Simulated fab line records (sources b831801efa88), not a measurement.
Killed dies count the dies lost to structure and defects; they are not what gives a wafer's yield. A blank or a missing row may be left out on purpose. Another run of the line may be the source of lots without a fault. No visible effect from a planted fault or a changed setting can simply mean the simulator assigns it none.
Chamber matching / flow sky130 / cmp-02 running SKY_VIA2_CMP_24: 4 sister chambers
The step polishes, stops on SiO2, t overpolish 20 s, target thk 0 nm. 7 wafers are shown with their chamber, then 7 later ones without.

WAFERS PAIRED WITH THEIR CHAMBERS
wafer=L314.4; chamber=0; motor_current_A (A)=10.7; overpolish_run_s (s)=20.013
wafer=L314.5; chamber=2; motor_current_A (A)=11.0; overpolish_run_s (s)=20.001
wafer=L315.5; chamber=1; motor_current_A (A)=11.0; overpolish_run_s (s)=20.018
wafer=L326.2; chamber=1; motor_current_A (A)=11.7; overpolish_run_s (s)=19.999
wafer=L326.6; chamber=3; motor_current_A (A)=11.0; overpolish_run_s (s)=19.998
wafer=L327.1; chamber=3; motor_current_A (A)=10.4; overpolish_run_s (s)=20.013
wafer=L327.3; chamber=0; motor_current_A (A)=10.9; overpolish_run_s (s)=20.012

WAFERS WITH NO CHAMBER GIVEN
wafer=L327.4; motor_current_A (A)=11.0; overpolish_run_s (s)=19.993
wafer=L329.1; motor_current_A (A)=10.2; overpolish_run_s (s)=19.993
wafer=L329.4; motor_current_A (A)=11.4; overpolish_run_s (s)=20.018
wafer=L329.6; motor_current_A (A)=11.2; overpolish_run_s (s)=20.001
wafer=L331.2; motor_current_A (A)=11.6; overpolish_run_s (s)=19.994
wafer=L331.4; motor_current_A (A)=10.6; overpolish_run_s (s)=19.999
wafer=L331.5; motor_current_A (A)=11.3; overpolish_run_s (s)=20.004

THE CHAMBER EACH PASSED THROUGH
wafer=L327.4; from the rows above=can't be placed: 2 or 3 or 1 or 0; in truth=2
wafer=L329.1; from the rows above=can't be placed: 3 or 2 or 0 or 1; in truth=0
wafer=L329.4; from the rows above=can't be placed: 1 or 0 or 2 or 3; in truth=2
wafer=L329.6; from the rows above=can't be placed: 2 or 1 or 3 or 0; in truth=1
wafer=L331.2; from the rows above=can't be placed: 1 or 2 or 3 or 0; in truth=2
wafer=L331.4; from the rows above=can't be placed: 3 or 2 or 0 or 1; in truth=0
wafer=L331.5; from the rows above=can't be placed: 1 or 2 or 0 or 3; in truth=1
Placed correctly: 0 of 7. Cannot be placed on the basis of these rows: 7; the candidates contain the true chamber in 7. Number placed wrongly: 0.
How it was worked out, from the rows above alone: a wafer's distance from a chamber is the root of the sum, over the readings, of the square of ((its reading less the chamber's mean) divided by the reading's scatter). If the next closest chamber is less than 2 further off than the closest, the wafer can't be placed; otherwise it belongs to the closest. For every chamber, the mean is computed from those of its wafers that are shown. How the scatter is found: for the shown wafers, subtract from each reading the mean of its chamber, square and add these, divide the total by (wafers less chambers), then take the root.
